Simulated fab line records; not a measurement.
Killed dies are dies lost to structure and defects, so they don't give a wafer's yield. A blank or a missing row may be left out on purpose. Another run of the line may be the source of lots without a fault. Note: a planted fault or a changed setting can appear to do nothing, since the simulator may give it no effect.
Chamber matching | flow sky130 | rie_diel-04 running SKY_VIA1_ETCH_15: 4 sister chambers
The step etches SiO2 in C4F8/O2/Ar, stops on TiN, target depth 351 nm, time 54 s. 22 wafers are shown with their chamber, then 11 later ones without.

== WAFERS WITH THEIR CHAMBER ==
wafer  | chamber | oes_product_au (a.u.)
L074.1 | 1       | 0.973
L074.4 | 0       | 0.981
L074.6 | 2       | 0.988
L076.1 | 0       | 0.986
L076.4 | 2       | 0.984
L076.6 | 0       | 0.990
L088.2 | 2       | 0.965
L088.3 | 1       | 0.976
L088.6 | 2       | 0.967
L089.1 | 2       | 0.980
L089.2 | 1       | 0.982
L089.3 | 3       | 0.966
L089.4 | 0       | 0.977
L089.5 | 1       | 0.979
L089.6 | 2       | 0.978
L092.2 | 3       | 0.975
L092.4 | 1       | 0.979
L092.5 | 1       | 0.979
L091.1 | 1       | 0.982
L091.2 | 2       | 0.976
L091.3 | 3       | 0.978
L091.4 | 0       | 0.981

SIGNATURES, as means of the wafers listed above
reading        | chamber 0 | chamber 1 | chamber 2 | chamber 3 | scatter within a chamber
oes_product_au | 0.98300   | 0.97857   | 0.97686   | 0.97300   | 0.00609
Rule: for each reading, subtract the chamber's mean from the wafer's reading, divide by that reading's scatter and square the result; add these up over the readings and take the root, which gives the wafer's distance from the chamber. If the next closest chamber is less than 2 further off than the closest, the wafer can't be placed; otherwise it belongs to the closest. The scatter: take each reading less its chamber's mean, square it, sum over the shown wafers, divide by the number of wafers less the number of chambers, and take the root.

== WAFERS WITH NO CHAMBER GIVEN ==
wafer  | oes_product_au (a.u.)
L091.5 | 0.975
L091.6 | 0.979
L093.1 | 0.979
L093.4 | 0.969
L093.5 | 0.987
L095.1 | 0.980
L095.2 | 0.964
L095.4 | 0.983
L097.2 | 0.973
L097.4 | 0.979
L097.5 | 0.986

== EACH ONE'S CHAMBER ==
wafer  | from the rows above               | in truth
L091.5 | can't be placed: 2 or 3 or 1 or 0 | 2
L091.6 | can't be placed: 1 or 2 or 0 or 3 | 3
L093.1 | can't be placed: 1 or 2 or 0 or 3 | 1
L093.4 | can't be placed: 3 or 2 or 1 or 0 | 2
L093.5 | can't be placed: 0 or 1 or 2 or 3 | 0
L095.1 | can't be placed: 1 or 0 or 2 or 3 | 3
L095.2 | can't be placed: 3 or 2 or 1 or 0 | 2
L095.4 | can't be placed: 0 or 1 or 2 or 3 | 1
L097.2 | can't be placed: 3 or 2 or 1 or 0 | 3
L097.4 | can't be placed: 1 or 2 or 0 or 3 | 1
L097.5 | can't be placed: 0 or 1 or 2 or 3 | 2
Correct placement for 0 of the 11. These rows do not allow placing 11 (true chamber among the candidates in 11). Number placed wrongly: 0.
